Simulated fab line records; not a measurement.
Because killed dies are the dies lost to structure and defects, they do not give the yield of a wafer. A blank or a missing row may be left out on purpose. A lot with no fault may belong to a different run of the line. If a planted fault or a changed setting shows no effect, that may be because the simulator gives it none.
Which tool did it? + flow gf180mcu + route of 602 steps, sampled at 1 step: 6 lots, 18 wafers

== WHAT THE GAUGES READ, wafer by wafer ==
GF_V4_THK_MEAS_25: measures by xrf.
| lot  | measured     | on            | V4_W_THK (nm) |
|------|--------------|---------------|---------------|
| L765 | day 24 19:04 | film_metro-03 | 358 353 354   |
| L767 | day 25 13:55 | film_metro-03 | 363 362 357   |
| L774 | day 28 00:11 | film_metro-04 | 353 358 353   |
| L781 | day 29 22:44 | film_metro-04 | 365 357 359   |
| L784 | day 30 19:16 | film_metro-04 | 362 357 359   |
| L787 | day 31 12:11 | film_metro-04 | 360 353 359   |

== WHAT TOOL EACH LOT RAN ON (gives the tool, then ch and the chambers of the sampled wafers, and finally the start) ==
No process step before these readings appears in the record.

== THE ANSWER, worked out from the rows above alone ==
Rule: usual is defined by the lots themselves. The widest of any qualifying gaps counts: lots, ordered by their means at a reading, are off when they make up no more than a third of the lots, leave a main group of 4 or more, and stand apart from it by 3 or more times the standard deviation of that group's means. The tables above print the reading to a certain number of digits; a main group whose means all agree to those digits is not used. A lot without any number at a reading at which 4 lots or more have one is off too. The other lots that the step has rows for count as sound.
No lot is off on any of the readings shown, so nothing can be concluded from this.

== WHAT THE SIMULATOR HAD INSERTED ==
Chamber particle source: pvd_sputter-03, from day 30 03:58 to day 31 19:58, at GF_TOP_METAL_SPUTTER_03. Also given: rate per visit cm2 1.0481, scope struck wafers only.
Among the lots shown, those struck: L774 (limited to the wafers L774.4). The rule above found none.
